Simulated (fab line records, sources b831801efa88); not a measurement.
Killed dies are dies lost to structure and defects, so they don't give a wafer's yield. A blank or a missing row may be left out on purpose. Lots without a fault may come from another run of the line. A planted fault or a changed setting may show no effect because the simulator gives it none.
Problem report in the 8D (eight disciplines) form, filled by code | flow sky130 | the parts of the form that need people (team, actions taken, sign-off) are left out

1. THE PROBLEM
killed_at_M0_to_M3 at SKY_PAD_OPEN_PROBE_99 reads a mean of 98 on 3 wafers of 2 lots; wafers without a fault read 43 with a standard deviation of 6.8. That is +8.0 standard deviations from the usual mean.
First seen on wafer L312.2, day 48 03:46, on prober-01. The record holds 12 wafers of 4 lots with a number at this step. Rule for "out", or "out of limits": more than 4 standard deviations from the usual mean. The other wafers with a number count as sound.

2. WHAT IT IS AND WHAT IT IS NOT
question                    | is                                                                                                       | is not
which readings at this step | killed_at_M0_to_M3, defect_limited_yield, killed_dies, sort_bin_3_pad_short, sort_n_pass, sort_yield_pct | killed_at_M4_up, killed_at_contacts, killed_at_front_end, killed_at_other, killed_open, killed_short, sort_bin_6_memory
which lots                  | L312, L313                                                                                               | L305, L309
which wafers of those lots  | L312.2, L312.6, L313.2                                                                                   | L312.3, L313.1, L313.5
read on which tools         | prober-01, prober-02                                                                                     | -
when                        | from day 48 03:46                                                                                        | up to then (6 sound wafers); but 3 sound wafers of L312, L313 came after

3. SUSPECTS, AND WHAT RULES EACH OUT
Counting: a tool at a process step up to the reading stays a suspect if it ran every lot that is out. Sound lots after the first of them don't rule it out here, since some wafers of a struck lot are sound.
- plasma_asher-04 at SKY_METAL3_STRIP_19 (strips in O2/N2): kept. It ran every lot that is out, first L312 (day 41 12:41); its last sound lot up to then is L309 (day 39 20:23).
- Within plasma_asher-04 at SKY_METAL3_STRIP_19: the wafers that are out ran in chamber 1; their sound lot-mates ran in chamber 0.
Left after counting: plasma_asher-04 at SKY_METAL3_STRIP_19.

4. THE CAUSE (what the simulator had put in)
Chamber particle source: plasma_asher-04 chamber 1, from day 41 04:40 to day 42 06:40, at SKY_METAL3_STRIP_19. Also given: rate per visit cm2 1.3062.
Counting left only this tool.

5. THE CHAIN OF EFFECTS, in route order
Each row: a reading whose mean over the struck wafers that have a number lies more than 3 standard deviations from the usual. Only readings for which the record gives a usual standard deviation are gone through. hours: the time from each lot's start at the first step in this table that gives one to its start at this step, as a median over the lots. sigmas: the change in usual standard deviations.
hours | step                  | reading              | usual  | on struck wafers | change | sigmas
0     | SKY_PAD_OPEN_PROBE_99 | defect_limited_yield | 82.5 % | 72.5             | -10.0  | -5.3
0     | SKY_PAD_OPEN_PROBE_99 | killed_at_M0_to_M3   | 43     | 98               | +55    | +8.0
0     | SKY_PAD_OPEN_PROBE_99 | killed_dies          | 86     | 135              | +49    | +5.1
0     | SKY_PAD_OPEN_PROBE_99 | sort_bin_3_pad_short | 0.9 %  | 4.2              | +3.3   | +7.1
0     | SKY_PAD_OPEN_PROBE_99 | sort_bin_5_function  | 10.5 % | 16.7             | +6.2   | +4.1
0     | SKY_PAD_OPEN_PROBE_99 | sort_n_pass          | 406    | 357              | -49    | -5.1
0     | SKY_PAD_OPEN_PROBE_99 | sort_yield_pct       | 82.5 % | 72.5             | -10.0  | -5.3
The process steps in it:
- SKY_PAD_OPEN_PROBE_99

6. WHAT WOULD HAVE CAUGHT IT SOONER
In this record the first reading out of limits was taken at day 48 03:46, 167 hours after the fault began at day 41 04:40.
Of the tool readings at SKY_METAL3_STRIP_19 for which the record gives a usual standard deviation, none was out on any struck wafer, so an alarm limit of 4 standard deviations on them would not have fired.
All the lots that are out (2) had begun SKY_METAL3_STRIP_19 on plasma_asher-04 by day 48 03:46. A hold on the tool at that time would have spared none of them.
